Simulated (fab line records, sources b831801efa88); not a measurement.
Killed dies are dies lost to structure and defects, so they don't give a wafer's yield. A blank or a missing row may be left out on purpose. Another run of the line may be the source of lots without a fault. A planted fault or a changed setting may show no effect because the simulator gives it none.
Chamber matching :: flow gf180mcu :: GF_V2_CVD_02 on pecvd-03 has 3 sister chambers
The step deposits SiO2 from TEOS, target thk 850 nm, time 94.851 s. 3 wafers are shown with their chamber, then 12 later ones without.

WAFERS WITH THEIR CHAMBER
wafer: L086.2
chamber: 1
heater power w (W): 647

wafer: L088.5
chamber: 2
heater power w (W): 745

wafer: L088.6
chamber: 0
heater power w (W): 640

WAFERS WHOSE CHAMBER IS MISSING
wafer: L090.2
heater power w (W): 657

wafer: L090.3
heater power w (W): 645

wafer: L090.6
heater power w (W): 714

wafer: L091.1
heater power w (W): 755

wafer: L091.4
heater power w (W): 578

wafer: L091.5
heater power w (W): 780

wafer: L092.1
heater power w (W): 776

wafer: L092.4
heater power w (W): 690

wafer: L092.6
heater power w (W): 750

wafer: L093.1
heater power w (W): 684

wafer: L093.2
heater power w (W): 751

wafer: L093.3
heater power w (W): 662

EACH ONE'S CHAMBER
wafer: L090.2
from the rows above: can't be placed: 1 or 0
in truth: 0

wafer: L090.3
from the rows above: can't be placed: 1 or 0
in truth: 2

wafer: L090.6
from the rows above: can't be placed: 2 or 1 or 0
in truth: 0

wafer: L091.1
from the rows above: 2
in truth: 2

wafer: L091.4
from the rows above: can't be placed: 0 or 1
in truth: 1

wafer: L091.5
from the rows above: 2
in truth: 2

wafer: L092.1
from the rows above: 2
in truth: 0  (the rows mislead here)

wafer: L092.4
from the rows above: can't be placed: 1 or 0 or 2
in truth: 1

wafer: L092.6
from the rows above: 2
in truth: 2

wafer: L093.1
from the rows above: can't be placed: 1 or 0 or 2
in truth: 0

wafer: L093.2
from the rows above: 2
in truth: 2

wafer: L093.3
from the rows above: can't be placed: 1 or 0
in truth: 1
Correct placement for 4 of the 12. Unplaceable from these rows: 7, with the true chamber sitting among the candidates in 6. 1 placed wrongly.
How it was worked out, from the rows above alone: a wafer's distance from a chamber is the root of the sum, over the readings, of the square of ((its reading less the chamber's mean) divided by the reading's scatter). If the next closest chamber is less than 2 further off than the closest, the wafer can't be placed; otherwise it belongs to the closest. The mean given for a chamber averages the wafers shown for that chamber. The scatter (one wafer shown for each chamber): square how far every hidden wafer sits from the nearest shown wafer, average those squares and take the square root.
